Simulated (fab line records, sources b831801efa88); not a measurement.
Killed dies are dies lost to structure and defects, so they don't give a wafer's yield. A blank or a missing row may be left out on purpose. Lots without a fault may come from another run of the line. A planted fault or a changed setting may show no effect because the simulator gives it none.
fab line records | flow gf180mcu
record lots=5 wafers=15 last_day=33
route steps=602 shown V3@449 M4@456 V4@476
lots that met no fault: from a run of the same line without faults
start_h: hours from the record's first day to the start of the lot's first wafer shown | wait_h: hours since the lot's step before | " the same as in the row above | L1.1+2: a row that stands for several wafers | - no value, or no start given | * or withheld: withheld | < > ~ a bound
route shown NAME@n: a module of which the file shows steps, and the number in the route of the first | usual: mean/standard deviation of fault-free wafers | same: alike in all rows | chamber/n: place in a boat | sites: the reading at each site | _std_site: their standard deviation | _edge_site: outer sites' mean less inner sites' | radius_mm: how far each site lies from the wafer's centre | mask NAME#n: copy n | behind: the tool/chamber that last shaped the wafer | hold: why the lot was held/for how many hours/how that ended | device: the transistor (n, p or np) that didn't switch | end of line: the same wafers' tests at the end of the route | a step without rows: its recipe alone | killed: dies lost to structure and defects at the first sort, not the wafer's yield | map: a wafer's dies, x killed, . not, _ none there
set.NAME: the setting as run; set.NAME@STEP: as run at that earlier step | model.NAME: the simulator's own value behind a step, which no gauge read
lots at some steps of the route; a table a step, a row a wafer
services: from which hour (start_h, from the record's first day; less than 0 if before it) a tool's chamber was out of use, for how many hours, and why
## steps
# step GF_V3_CLEAN_20
# recipe chemistry=DIW dry=n2_spin
# columns lot.wafer tool chamber start_h wait_h
L074.1+3+6 wet_bench-02 0 515.51 0.0
L080.1+3+4 wet_bench-03 3 559.83 0.0
L084.1+5+6 wet_bench-04 2 593.56 0.0
L089.2+5+6 wet_bench-03 0 641.48 0.0
L092.1+2+3 wet_bench-02 1 665.86 0.0
# step GF_V3_SPUTTER_21
# recipe material=Ti target_thk_nm=15 chamber_pressure_pa=5 power_w=2500 substrate_temp_c=200 time_s=80.02
# usual throttle_valve_pct=29.7/1
# columns lot.wafer tool chamber start_h wait_h throttle_valve_pct
L074.1 pvd_sputter-03 - 515.61 0.0 30.2
L074.3 " - " " 27.8
L074.6 " - " " 31.0
L080.1 pvd_sputter-03 - 559.92 0.0 31.0
L080.3 " - " " 29.2
L080.4 " - " " 30.3
L084.1 pvd_sputter-01 - 593.65 0.0 30.4
L084.5 " - " " 30.5
L084.6 " - " " 29.6
L089.2 pvd_sputter-02 - 641.57 0.0 28.9
L089.5 " - " " 30.2
L089.6 " - " " 30.7
L092.1 pvd_sputter-03 - 665.96 0.0 28.3
L092.2 " - " " 30.3
L092.3 " - " " 29.5
# step GF_V3_SPUTTER_22
# recipe material=TiN target_thk_nm=10 chamber_pressure_pa=5 power_w=4000 time_s=40
# usual throttle_valve_pct=29.7/1
# columns lot.wafer tool chamber start_h wait_h throttle_valve_pct
L074.1 pvd_sputter-03 - 515.67 0.0 30.4
L074.3 " - " " 28.2
L074.6 " - " " 31.1
L080.1 pvd_sputter-03 - 559.98 0.0 30.9
L080.3 " - " " 29.1
L080.4 " - " " 30.5
L084.1 pvd_sputter-01 - 593.71 0.0 30.6
L084.5 " - " " 30.5
L084.6 " - " " 29.9
L089.2 pvd_sputter-02 - 641.63 0.0 28.9
L089.5 " - " " 30.2
L089.6 " - " " 30.5
L092.1 pvd_sputter-03 - 666.02 0.0 28.3
L092.2 " - " " 30.2
L092.3 " - " " 29.5
# step GF_V3_CVD_23
# recipe material=W target_thk_nm=350 time_s=104.9 temp_c=400 pressure_torr=40
# usual heater_power_w=884/65 susceptor_temp_C=399.99/0.21
# columns lot.wafer tool chamber start_h wait_h heater_power_w susceptor_temp_C
L074.1 cvd_w-01 0 515.71 0.0 810 400.18
L074.3 " 1 " " 1000 400.28
L074.6 " 0 " " 775 400.20
L080.1 cvd_w-02 0 560.02 0.0 932 400.28
L080.3 " 1 " " 820 400.39
L080.4 " 0 " " 922 400.12
L084.1 cvd_w-02 0 593.75 0.0 924 400.27
L084.5 " 0 " " 945 400.28
L084.6 " 1 " " 811 400.20
L089.2 cvd_w-01 0 641.71 0.1 832 399.76
L089.5 " 0 " " 815 399.82
L089.6 " 0 " " 823 400.10
L092.1 cvd_w-01 0 666.06 0.0 813 399.48
L092.2 " 1 " " 980 399.99
L092.3 " 1 " " 969 399.96
# step GF_V3_RS_MEAS_24
# recipe thk_meas_gauge=four-point-probe reads=W_of_V3_CVD_23+TiN_of_V3_SPUTTER_22+Ti_of_V3_SPUTTER_21
# usual V3_W_RS=0.328/0.004
# columns lot.wafer tool chamber start_h wait_h V3_W_RS[ohm/sq]
L074.1 film_metro-04 - 515.82 0.1 0.327
L074.3 " - " " 0.331
L074.6 " - " " 0.326
L080.1 film_metro-04 - 560.14 0.1 0.326
L080.3 " - " " 0.333
L080.4 " - " " 0.322
L084.1 film_metro-01 - 593.86 0.1 0.325
L084.5 " - " " 0.323
L084.6 " - " " 0.330
L089.2 film_metro-04 - 641.92 0.2 0.331
L089.5 " - " " 0.331
L089.6 " - " " 0.331
L092.1 film_metro-01 - 666.21 0.1 0.328
L092.2 " - " " 0.325
L092.3 " - " " 0.328
# step GF_V3_THK_MEAS_25
# recipe thk_meas_gauge=xrf reads=W_of_V3_CVD_23
# usual V3_W_THK=361/5.1
# columns lot.wafer tool chamber start_h wait_h V3_W_THK[nm]
L074.1 film_metro-04 - 515.94 0.1 360
L074.3 " - " " 356
L074.6 " - " " 361
L080.1 film_metro-04 - 560.26 0.1 360
L080.3 " - " " 353
L080.4 " - " " 366
L084.1 film_metro-01 - 593.98 0.1 369
L084.5 " - " " 372
L084.6 " - " " 360
L089.2 film_metro-04 - 642.03 0.1 358
L089.5 " - " " 354
L089.6 " - " " 354
L092.1 film_metro-01 - 666.33 0.1 359
L092.2 " - " " 364
L092.3 " - " " 359
# step GF_V3_CMP_26
# recipe stop_on=SiO2 down_force_psi=3.5 platen_rpm=60 t_overpolish_s=15 target_thk_nm=0 pad_velocity_m_s=0.94248
# usual head_pressure_psi=3.500/0.0073 motor_current_A=11.4/1.4 overpolish_run_s=15.000/0.0083 platen_rpm=60.00/0.035 time_to_endpoint_s=85/3.9
# columns lot.wafer tool chamber start_h wait_h head_pressure_psi motor_current_A overpolish_run_s platen_rpm time_to_endpoint_s
L074.1 cmp-01 3 516.00 0.1 3.508 11.6 15.000 60.04 88
L074.3 " 2 " " 3.499 10.5 15.001 60.06 87
L074.6 " 3 " " 3.503 10.5 14.983 60.02 88
L080.1 cmp-02 0 560.32 0.1 3.506 11.5 15.010 60.06 85
L080.3 " 1 " " 3.496 9.2 14.996 59.93 89
L080.4 " 2 " " 3.500 13.7 15.007 59.96 83
L084.1 cmp-01 2 594.19 0.2 3.493 10.4 15.011 59.98 84
L084.5 " 3 " " 3.503 11.3 14.999 59.97 85
L084.6 " 0 " " 3.504 11.4 14.997 59.95 91
L089.2 cmp-02 2 642.13 0.1 3.508 13.8 15.004 60.03 73
L089.6 " 1 " " 3.496 9.1 14.996 59.98 83
L089.5 " 2 " " 3.500 13.3 15.004 60.00 77
L092.3 cmp-02 3 666.39 0.0 3.509 12.3 15.006 59.94 88
L092.1 " 0 " " 3.496 11.9 15.005 59.98 86
L092.2 " 2 " " 3.487 13.7 14.997 60.00 81
# step GF_M4_SPUTTER_00
# recipe material=Ti target_thk_nm=37.5 arriving_ion_energy_ev=80 substrate_temp_c=200 chamber_pressure_pa=2 power_w=4000 time_s=150
# usual throttle_valve_pct=30.2/0.9
# columns lot.wafer tool chamber start_h wait_h throttle_valve_pct
L074.1 pvd_sputter-04 - 516.30 0.2 30.4
L074.3 " - " " 29.2
L074.6 " - " " 31.8
L080.1 pvd_sputter-04 - 560.62 0.2 29.8
L080.3 " - " " 30.4
L080.4 " - " " 30.5
L084.1 pvd_sputter-01 - 594.34 0.1 30.6
L084.5 " - " " 30.6
L084.6 " - " " 30.6
L089.2 pvd_sputter-04 - 642.38 0.2 30.4
L089.5 " - " " 31.5
L089.6 " - " " 30.6
L092.1 pvd_sputter-01 - 666.69 0.2 30.4
L092.2 " - " " 29.8
L092.3 " - " " 30.1
# step GF_M4_SPUTTER_01
# recipe material=TiN target_thk_nm=30 power_w=6500 time_s=25 chamber_pressure_pa=0.4139
# usual throttle_valve_pct=30.2/0.91
# columns lot.wafer tool chamber start_h wait_h throttle_valve_pct
L074.1 pvd_sputter-04 - 516.40 0.1 30.3
L074.3 " - " " 29.5
L074.6 " - " " 31.7
L080.1 pvd_sputter-04 - 560.72 0.1 30.0
L080.3 " - " " 30.2
L080.4 " - " " 30.3
L084.1 pvd_sputter-01 - 594.44 0.1 30.8
L084.5 " - " " 30.5
L084.6 " - " " 30.9
L089.2 pvd_sputter-04 - 642.48 0.1 30.5
L089.5 " - " " 31.8
L089.6 " - " " 30.3
L092.1 pvd_sputter-01 - 666.79 0.1 30.6
L092.2 " - " " 30.0
L092.3 " - " " 30.3
# step GF_M4_SPUTTER_02
# recipe material=AlCu target_thk_nm=450 power_w=10600 time_s=23.9 chamber_pressure_pa=0.4
# usual throttle_valve_pct=30.2/0.91
# columns lot.wafer tool chamber start_h wait_h throttle_valve_pct
L074.1 pvd_sputter-04 - 516.43 0.0 30.6
L074.3 " - " " 29.1
L074.6 " - " " 31.5
L080.1 pvd_sputter-04 - 560.75 0.0 30.0
L080.3 " - " " 30.5
L080.4 " - " " 30.6
L084.1 pvd_sputter-01 - 594.47 0.0 30.9
L084.5 " - " " 30.4
L084.6 " - " " 30.7
L089.2 pvd_sputter-04 - 642.51 0.0 30.8
L089.5 " - " " 32.0
L089.6 " - " " 30.4
L092.1 pvd_sputter-01 - 666.82 0.0 30.4
L092.2 " - " " 29.8
L092.3 " - " " 30.6
# step GF_M4_SPUTTER_03
# recipe material=Ti target_thk_nm=10 substrate_temp_c=300 chamber_pressure_pa=0.3 power_w=3000 time_s=6.7
# usual throttle_valve_pct=30.2/0.89
# columns lot.wafer tool chamber start_h wait_h throttle_valve_pct
L074.1 pvd_sputter-04 - 516.46 0.0 30.3
L074.3 " - " " 29.3
L074.6 " - " " 31.7
L080.1 pvd_sputter-04 - 560.78 0.0 29.9
L080.3 " - " " 30.3
L080.4 " - " " 30.6
L084.1 pvd_sputter-01 - 594.50 0.0 31.0
L084.5 " - " " 30.5
L084.6 " - " " 31.0
L089.2 pvd_sputter-04 - 642.54 0.0 30.3
L089.5 " - " " 31.7
L089.6 " - " " 30.2
L092.1 pvd_sputter-01 - 666.85 0.0 30.4
L092.2 " - " " 29.9
L092.3 " - " " 30.5
# step GF_M4_SPUTTER_04
# recipe material=TiN target_thk_nm=50 power_w=6500 time_s=41.7 chamber_pressure_pa=0.4
# usual throttle_valve_pct=30.2/0.93
# columns lot.wafer tool chamber start_h wait_h throttle_valve_pct
L074.1 pvd_sputter-04 - 516.48 0.0 30.2
L074.3 " - " " 29.4
L074.6 " - " " 31.8
L080.1 pvd_sputter-04 - 560.80 0.0 29.9
L080.3 " - " " 30.5
L080.4 " - " " 30.7
L084.1 pvd_sputter-01 - 594.52 0.0 30.8
L084.5 " - " " 30.4
L084.6 " - " " 30.6
L089.2 pvd_sputter-04 - 642.56 0.0 30.3
L089.5 " - " " 31.8
L089.6 " - " " 30.7
L092.1 pvd_sputter-01 - 666.87 0.0 30.5
L092.2 " - " " 29.8
L092.3 " - " " 30.8
# step GF_M4_RS_MEAS_05
# recipe thk_meas_gauge=four-point-probe reads=TiN_of_M4_SPUTTER_04+Ti_of_M4_SPUTTER_03+AlCu_of_M4_SPUTTER_02+TiN_of_M4_SPUTTER_01+Ti_of_M4_SPUTTER_00
# usual M4_ALCU_RS=0.0696/0.00075
# columns lot.wafer tool chamber start_h wait_h M4_ALCU_RS[ohm/sq]
L074.1 film_metro-01 - 516.52 0.0 0.0686
L074.3 " - " " 0.0693
L074.6 " - " " 0.0685
L080.1 film_metro-01 - 560.84 0.0 0.0702
L080.3 " - " " 0.0698
L080.4 " - " " 0.0704
L084.1 film_metro-02 - 594.56 0.0 0.0705
L084.5 " - " " 0.0698
L084.6 " - " " 0.0699
L089.2 film_metro-04 - 642.62 0.0 0.0695
L089.5 " - " " 0.0692
L089.6 " - " " 0.0693
L092.1 film_metro-02 - 666.91 0.0 0.0690
L092.2 " - " " 0.0707
L092.3 " - " " 0.0706
# step GF_M4_THK_MEAS_06
# recipe thk_meas_gauge=xrf reads=AlCu_of_M4_SPUTTER_02
# usual M4_ALCU_THK=441/5.4
# columns lot.wafer tool chamber start_h wait_h M4_ALCU_THK[nm]
L074.1 film_metro-01 - 516.64 0.1 447
L074.3 " - " " 442
L074.6 " - " " 449
L080.1 film_metro-01 - 560.96 0.1 437
L080.3 " - " " 440
L080.4 " - " " 437
L084.1 film_metro-02 - 594.68 0.1 436
L084.5 " - " " 442
L084.6 " - " " 442
L089.2 film_metro-04 - 642.73 0.1 446
L089.5 " - " " 447
L089.6 " - " " 447
L092.1 film_metro-02 - 667.03 0.1 442
L092.2 " - " " 433
L092.3 " - " " 434
# step GF_M4_DEHYDRATE_07
# recipe temp_c=200 time_s=60
# usual heater_power_total_W=160.38/0.12 plate_temp_C=200.02/0.14 resist_line_temp_C=23.02/0.12
# columns lot.wafer tool chamber start_h wait_h heater_power_total_W plate_temp_C resist_line_temp_C
L074.1 litho_track-02 0 527.58 10.9 160.42 200.01 22.97
L074.3 " 0 " " 160.39 199.90 22.99
L074.6 " 0 " " 160.31 199.93 23.20
L080.1 litho_track-02 0 571.83 10.9 160.51 200.00 22.94
L080.3 " 0 " " 160.35 199.90 23.02
L080.4 " 0 " " 160.29 199.92 23.06
L084.1 litho_track-04 0 604.40 9.7 160.25 199.74 23.20
L084.5 " 0 " " 160.60 200.06 23.05
L084.6 " 0 " " 160.30 199.95 22.88
L089.2 litho_track-02 0 651.61 8.9 160.55 199.86 23.02
L089.5 " 0 " " 160.34 200.01 22.85
L089.6 " 0 " " 160.30 199.99 22.97
L092.1 litho_track-01 0 675.96 8.9 160.33 199.90 22.81
L092.2 " 0 " " 160.41 199.92 22.88
L092.3 " 0 " " 160.42 199.94 23.03
# step GF_M4_HMDS_08
# recipe prime_time_s=60 prime_temp_c=120
# usual resist_line_temp_C=23.01/0.13
# same prime_time_s=60
# columns lot.wafer tool chamber start_h wait_h resist_line_temp_C
L074.1 litho_track-02 0 527.73 0.1 22.85
L074.3 " 0 " " 23.00
L074.6 " 0 " " 23.00
L080.1 litho_track-02 0 571.98 0.1 23.00
L080.3 " 0 " " 22.95
L080.4 " 0 " " 22.97
L084.1 litho_track-04 0 604.55 0.1 23.04
L084.5 " 0 " " 22.86
L084.6 " 0 " " 23.07
L089.2 litho_track-02 0 651.76 0.1 23.06
L089.5 " 0 " " 22.92
L089.6 " 0 " " 22.97
L092.1 litho_track-01 0 676.11 0.1 23.10
L092.2 " 0 " " 23.24
L092.3 " 0 " " 22.95
# step GF_M4_COAT_09
# recipe resist=KrF spin_rpm=withheld resist_thk_nm=1000
# usual resist_line_temp_C=22.97/0.11
# columns lot.wafer tool chamber start_h wait_h resist_line_temp_C
L074.1 litho_track-02 0 527.88 0.1 22.98
L074.3 " 0 " " 22.93
L074.6 " 0 " " 22.93
L080.1 litho_track-02 0 572.13 0.1 23.03
L080.3 " 0 " " 22.96
L080.4 " 0 " " 22.82
L084.1 litho_track-04 0 604.70 0.1 23.05
L084.5 " 0 " " 22.98
L084.6 " 0 " " 22.96
L089.2 litho_track-02 0 651.91 0.1 23.07
L089.5 " 0 " " 23.08
L089.6 " 0 " " 23.27
L092.1 litho_track-01 0 676.26 0.1 23.00
L092.2 " 0 " " 22.75
L092.3 " 0 " " 23.03
# step GF_M4_SOFTBAKE_10
# recipe temp_c=130 time_s=60 resist=KrF
# usual heater_power_total_W=93.04/0.057 plate_temp_C=129.98/0.15 resist_line_temp_C=22.99/0.11
# columns lot.wafer tool chamber start_h wait_h heater_power_total_W plate_temp_C resist_line_temp_C
L074.1 litho_track-02 0 528.03 0.1 93.06 129.87 23.02
L074.3 " 0 " " 93.06 129.93 23.13
L074.6 " 0 " " 93.06 129.77 22.94
L080.1 litho_track-02 0 572.28 0.1 93.02 130.02 22.82
L080.3 " 0 " " 92.93 130.01 22.75
L080.4 " 0 " " 93.02 129.95 22.84
L084.1 litho_track-04 0 604.85 0.1 93.01 130.12 23.09
L084.5 " 0 " " 93.06 129.92 23.03
L084.6 " 0 " " 93.02 129.84 23.04
L089.2 litho_track-02 0 652.06 0.1 93.04 129.73 23.02
L089.5 " 0 " " 93.05 129.85 22.93
L089.6 " 0 " " 93.07 129.96 22.99
L092.1 litho_track-01 0 676.41 0.1 93.11 130.03 22.82
L092.2 " 0 " " 93.04 130.12 23.14
L092.3 " 0 " " 93.05 129.99 23.05
# step GF_M4_EXPOSE_11
# recipe mask_id=Metal4 target_cd_nm=280 na=0.68 source_shape=conventional sigma_outer=0.6 dose_mj=28
# columns lot.wafer tool chamber start_h wait_h mask
L074.1+3+6 krf_scanner-01 0 - - Metal4#0
L080.1+3+4 krf_scanner-02 0 - - Metal4#0
L084.1+5+6 krf_scanner-01 0 - - Metal4#0
L089.2+5+6 krf_scanner-02 0 - - Metal4#0
L092.1+2+3 krf_scanner-01 0 - - Metal4#0
# step GF_M4_PEB_12
# recipe peb_temp_c=135 peb_time_s=90 resist=KrF
# usual heater_power_total_W=85.70/0.084 plate_temp_C=135.00/0.14 resist_line_temp_C=23.01/0.087
# columns lot.wafer tool chamber start_h wait_h heater_power_total_W plate_temp_C resist_line_temp_C
L074.1 litho_track-02 0 - - 85.64 134.95 22.87
L074.3 " 0 " " 85.61 134.85 23.14
L074.6 " 0 " " 85.66 135.02 22.96
L080.1 litho_track-04 0 - - 85.74 134.97 23.09
L080.3 " 0 " " 85.65 135.08 23.00
L080.4 " 0 " " 85.84 134.90 23.09
L084.1 litho_track-04 0 - - 85.61 134.91 22.98
L084.5 " 0 " " 85.80 135.18 22.92
L084.6 " 0 " " 85.71 135.12 23.07
L089.2 litho_track-02 0 - - 85.77 135.08 22.92
L089.5 " 0 " " 85.70 134.95 23.01
L089.6 " 0 " " 85.57 134.91 23.16
L092.1 litho_track-01 0 - - 85.57 135.08 23.04
L092.2 " 0 " " 85.66 135.10 23.04
L092.3 " 0 " " 85.68 134.88 23.06
# step GF_M4_DEVELOP_13
# recipe develop_time_s=60 dev_temp_c=21
# usual resist_line_temp_C=23.01/0.11
# same develop_time_s=60
# columns lot.wafer tool chamber start_h wait_h resist_line_temp_C
L074.1 litho_track-02 0 538.88 0.2 22.87
L074.3 " 0 " " 22.98
L074.6 " 0 " " 22.94
L080.1 litho_track-04 0 582.80 0.2 23.11
L080.3 " 0 " " 23.09
L080.4 " 0 " " 23.14
L084.1 litho_track-04 0 615.90 0.2 22.99
L084.5 " 0 " " 23.03
L084.6 " 0 " " 23.07
L089.2 litho_track-02 0 661.91 0.2 23.23
L089.5 " 0 " " 22.92
L089.6 " 0 " " 23.11
L092.1 litho_track-01 0 686.01 0.2 23.19
L092.2 " 0 " " 23.09
L092.3 " 0 " " 23.14
# step GF_M4_CD_MEAS_14
# recipe target_cd_nm=280
# usual cd_nm=279.7/1.1
# columns lot.wafer tool chamber start_h wait_h cd_nm
L074.1 cd_sem-02 - 539.03 0.1 281.0
L074.3 " - " " 280.4
L074.6 " - " " 280.8
L080.1 cd_sem-01 - 582.95 0.1 279.8
L080.3 " - " " 281.8
L080.4 " - " " 280.8
L084.1 cd_sem-02 - 616.05 0.1 278.3
L084.5 " - " " 278.8
L084.6 " - " " 279.9
L089.2 cd_sem-02 - 662.05 0.1 278.0
L089.5 " - " " 277.0
L089.6 " - " " 276.2
L092.1 cd_sem-01 - 686.16 0.1 281.5
L092.2 " - " " 278.8
L092.3 " - " " 280.2
# step GF_M4_OVL_MEAS_15
# usual M4_OVL=7/5.3
# columns lot.wafer tool chamber start_h wait_h M4_OVL[nm]
L074.1 overlay-01 - 539.15 0.1 9
L074.3 " - " " 9
L074.6 " - " " 9
L080.1 overlay-02 - 583.07 0.1 3
L080.3 " - " " 7
L080.4 " - " " 4
L084.1 overlay-01 - 616.17 0.1 2
L084.5 " - " " -4
L084.6 " - " " -2
L089.2 overlay-02 - 662.16 0.1 6
L089.5 " - " " 19
L089.6 " - " " 11
L092.1 overlay-02 - 686.28 0.1 14
L092.2 " - " " 16
L092.3 " - " " 16
# step GF_M4_METAL_ETCH_16
# recipe chemistry=Cl2/BCl3 mask_material=KrF target_depth_nm=750.8 stop_on=SiO2 pressure_mtorr=8 icp_w=800 bias_w=140 Cl2_flow_sccm=80 bcl3_flow_sccm=40 time_s=125.1
# usual drypump_motor_current_A=5.5/0.33 oes_product_au=0.991/0.0061 throttle_valve_pct=28.228/0.0098
# columns lot.wafer tool chamber start_h wait_h drypump_motor_current_A oes_product_au rf_hours_counter_h throttle_valve_pct
L074.1 rie_metal-01 1 539.19 0.0 5.6 0.992 3.8 28.222
L074.3 " 1 " " 5.6 0.986 - 28.225
L074.6 " 1 " " 5.6 0.991 - 28.242
L080.1 rie_metal-03 1 583.11 0.0 5.5 0.996 3.1 28.223
L080.3 " 1 " " 5.5 0.990 - 28.231
L080.4 " 0 " " 5.1 0.997 - 28.222
L084.1 rie_metal-01 0 616.21 0.0 6.0 0.979 0.4 28.234
L084.5 " 1 " " 5.6 0.979 - 28.227
L084.6 " 0 " " 6.0 0.985 - 28.230
L089.2 rie_metal-02 0 662.19 0.0 5.6 0.996 9.8 28.239
L089.5 " 0 " " 5.6 0.986 - 28.225
L089.6 " 1 " " 4.9 0.993 - 28.233
L092.1 rie_metal-03 0 686.32 0.0 5.1 0.990 10.0 28.223
L092.2 " 1 " " 5.5 0.993 7.4 28.244
L092.3 " 0 " " 5.1 1.000 - 28.226
# step GF_M4_STRIP_17
# recipe chemistry=O2/N2 power_w=1400 pressure_mtorr=1500 platen_temp_c=250 o2_flow_sccm=3000 n2_flow_sccm=300 overash_fraction=0.5
# usual drypump_motor_current_A=5.85/0.16 heater_power_w=345/29 oes_product_au=0.537/0.005 strip_time_to_endpoint_s=7.38/0.046
# columns lot.wafer tool chamber start_h wait_h drypump_motor_current_A heater_power_w oes_product_au rf_hours_counter_h strip_time_to_endpoint_s
L074.1 plasma_asher-04 1 539.32 0.1 6.08 357 0.538 44 7.37
L074.3 " 0 " " 5.92 325 0.543 - 7.38
L074.6 " 1 " " 6.09 350 0.547 - 7.40
L080.1 plasma_asher-04 0 583.24 0.1 5.94 323 0.526 49 7.38
L080.3 " 0 " " 5.91 322 0.539 - 7.41
L080.4 " 1 " " 6.09 354 0.543 - 7.35
L084.1 plasma_asher-01 0 616.34 0.1 5.59 293 0.529 98 7.43
L084.5 " 1 " " 5.70 347 0.532 - 7.36
L084.6 " 0 " " 5.60 292 0.546 - 7.43
L089.2 plasma_asher-03 1 662.32 0.1 5.89 389 0.542 88 7.44
L089.5 " 0 " " 5.69 377 0.540 - 7.39
L089.6 " 1 " " 5.88 380 0.541 - 7.37
L092.1 plasma_asher-01 1 686.45 0.1 5.70 354 0.536 104 7.34
L092.2 " 0 " " 5.61 296 0.538 104 7.37
L092.3 " 0 " " 5.63 285 0.523 - 7.30
# step GF_M4_STRIP_18
# recipe chemistry=post_etch_residue_remover time_s=1200 temp_c=72.5
# columns lot.wafer tool chamber start_h wait_h
L074.1+3+6 wet_bench-04 1 539.42 0.1
L080.1+3+4 wet_bench-04 3 583.34 0.1
L084.1+5+6 wet_bench-02 3 616.44 0.1
L089.2+5+6 wet_bench-04 2 662.42 0.1
L092.1+2+3 wet_bench-01 1 686.55 0.1
# step GF_M4_CLEAN_19
# recipe chemistry=DIW dry=n2_spin
# columns lot.wafer tool chamber start_h wait_h
L074.1+3+6 wet_bench-01 0 539.76 0.0
L080.1+3+4 wet_bench-01 3 583.68 0.0
L084.1+5+6 wet_bench-04 2 617.12 0.0
L089.2+5+6 wet_bench-02 2 662.76 0.0
L092.1+2+3 wet_bench-01 1 686.89 0.0
# step GF_V4_CVD_00
# recipe material=SiO2 target_thk_nm=600 sigma_open_frac=0.3 temp_c=400 time_s=100 sih4_flow_sccm=60 pressure_mtorr=6
# usual sih4_flow_sccm=59.98/0.19 susceptor_temp_C=399.99/0.22
# columns lot.wafer tool chamber start_h wait_h sih4_flow_sccm susceptor_temp_C
L074.1 hdpcvd-01 0 539.86 0.0 59.71 399.75
L074.3 " 2 " " 60.34 399.97
L074.6 " 0 " " 59.77 399.79
L080.1 hdpcvd-01 0 583.78 0.0 59.89 400.08
L080.3 " 1 " " 59.85 400.17
L080.4 " 1 " " 59.97 400.21
L084.1 hdpcvd-01 1 617.21 0.0 60.04 400.19
L084.5 " 1 " " 60.08 399.85
L084.6 " 2 " " 60.08 399.87
L089.2 hdpcvd-01 1 662.86 0.0 60.21 400.05
L089.5 " 1 " " 60.24 400.02
L089.6 " 2 " " 60.11 400.10
L092.1 hdpcvd-02 1 686.98 0.0 60.23 400.12
L092.2 " 2 " " 59.96 399.76
L092.3 " 0 " " 59.96 400.20
# step GF_V4_THK_MEAS_01
# recipe reads=SiO2_of_V4_CVD_00
# usual V4_CVD_00_THK=599/6.7
# columns lot.wafer tool chamber start_h wait_h V4_CVD_00_THK[nm]
L074.1 film_metro-01 - 539.93 0.0 603
L074.3 " - " " 598
L074.6 " - " " 602
L080.1 film_metro-02 - 583.85 0.0 600
L080.3 " - " " 593
L080.4 " - " " 592
L084.1 film_metro-01 - 617.29 0.0 594
L084.5 " - " " 592
L084.6 " - " " 595
L089.2 film_metro-02 - 662.94 0.0 585
L089.5 " - " " 592
L089.6 " - " " 600
L092.1 film_metro-02 - 687.05 0.0 591
L092.2 " - " " 590
L092.3 " - " " 590
# step GF_V4_CVD_02
# recipe material=SiO2 target_thk_nm=850 precursor=TEOS temp_c=400 time_s=94.851 rf_w=600
# usual heater_power_w=650/71 susceptor_temp_C=400.00/0.23
# columns lot.wafer tool chamber start_h wait_h heater_power_w susceptor_temp_C
L074.1 pecvd-04 0 539.99 0.1 437 400.07
L074.3 " 1 " " 592 399.64
L074.6 " 0 " " 538 399.86
L080.1 pecvd-02 2 583.91 0.1 726 400.44
L080.3 " 0 " " 693 399.72
L080.4 " 0 " " 555 399.85
L084.1 pecvd-03 2 617.35 0.1 701 399.81
L084.5 " 2 " " 728 399.93
L084.6 " 1 " " 681 400.01
L089.2 pecvd-02 1 662.99 0.0 626 399.88
L089.5 " 0 " " 572 399.52
L089.6 " 2 " " 599 400.21
L092.1 pecvd-03 1 687.11 0.1 667 399.77
L092.2 " 0 " " 612 399.69
L092.3 " 2 " " 678 400.27
# step GF_V4_THK_MEAS_03
# recipe reads=SiO2_of_V4_CVD_02
# usual V4_CVD_02_THK=848/11
# columns lot.wafer tool chamber start_h wait_h V4_CVD_02_THK[nm]
L074.1 film_metro-03 - 540.10 0.1 823
L074.3 " - " " 855
L074.6 " - " " 839
L080.1 film_metro-01 - 583.98 0.0 831
L080.3 " - " " 838
L080.4 " - " " 846
L084.1 film_metro-01 - 617.42 0.0 828
L084.5 " - " " 846
L084.6 " - " " 845
L089.2 film_metro-01 - 663.07 0.0 843
L089.5 " - " " 842
L089.6 " - " " 860
L092.1 film_metro-01 - 687.18 0.0 829
L092.2 " - " " 835
L092.3 " - " " 845
# step GF_V4_CMP_04
# recipe material=SiO2 down_force_psi=4 platen_rpm=60 pad_velocity_m_s=0.94248
# usual head_pressure_psi=3.999/0.0082 motor_current_A=12.2/1.4 platen_rpm=60.00/0.037 time_to_endpoint_s=80/5.2
# columns lot.wafer tool chamber start_h wait_h head_pressure_psi motor_current_A platen_rpm time_to_endpoint_s
L074.3 cmp-01 2 540.16 0.0 3.994 11.6 60.02 80
L074.1 " 1 " " 3.989 10.5 60.03 70
L074.6 " 2 " " 4.011 11.4 60.05 72
L080.1 cmp-02 0 584.09 0.1 3.997 13.6 60.04 68
L080.4 " 1 " " 3.991 10.5 59.99 79
L080.3 " 2 " " 4.007 13.7 60.06 69
L084.1 cmp-02 1 617.58 0.1 3.999 10.0 59.99 72
L084.6 " 3 " " 4.003 13.3 60.06 76
L084.5 " 0 " " 3.992 13.1 60.00 77
L089.2 cmp-01 0 663.29 0.2 4.003 12.5 59.96 79
L089.6 " 0 " " 4.003 13.1 60.00 90
L089.5 " 1 " " 4.014 10.7 60.00 76
L092.3 cmp-02 2 687.24 0.0 3.992 14.6 60.02 75
L092.1 " 0 " " 4.001 13.7 59.98 73
L092.2 " 1 " " 3.997 10.0 59.98 80
# step GF_V4_BOW_MEAS_05
# recipe mode=bow
# usual V4_BOW=134/9.9
# columns lot.wafer tool chamber start_h wait_h V4_BOW[um]
L074.1 film_metro-01 - 540.46 0.1 124
L074.3 " - " " 120
L074.6 " - " " 133
L080.1 film_metro-03 - 584.34 0.2 139
L080.3 " - " " 126
L080.4 " - " " 136
L084.1 film_metro-02 - 617.78 0.1 128
L084.5 " - " " 130
L084.6 " - " " 142
L089.2 film_metro-01 - 663.61 0.3 128
L089.5 " - " " 129
L089.6 " - " " 144
L092.1 film_metro-03 - 687.54 0.1 123
L092.2 " - " " 127
L092.3 " - " " 142
## services
# columns tool chamber start_h hours kind
pvd_sputter-01 - 494.84 7.7 repair
cmp-01 - 503.22 1.5 repair
krf_scanner-01 - 516.68 1.3 pm
krf_scanner-01 - 520.38 2.9 repair
cmp-02 - 525.08 1.7 repair
hdpcvd-01 - 544.43 0.5 repair
cvd_w-01 - 545.00 1.0 repair
krf_scanner-01 - 559.53 0.3 repair
cmp-01 - 572.00 4.0 pm
cmp-02 - 577.81 0.6 repair
cmp-02 - 579.36 2.0 repair
pvd_sputter-04 - 593.57 2.4 repair
hdpcvd-01 - 601.82 2.8 pm
cmp-02 - 605.14 10.5 pm
cmp-01 - 615.76 7.2 pm
wet_bench-01 - 615.94 3.9 repair
cmp-02 - 625.64 9.0 pm
cmp-02 - 640.81 0.7 repair
cmp-02 - 642.69 4.5 repair
pvd_sputter-04 - 647.61 0.5 repair
pvd_sputter-01 - 651.42 2.2 repair
cmp-01 - 663.78 8.6 pm
cmp-01 - 676.24 1.2 repair
wet_bench-02 - 681.06 34.1 pm
## key
fault none
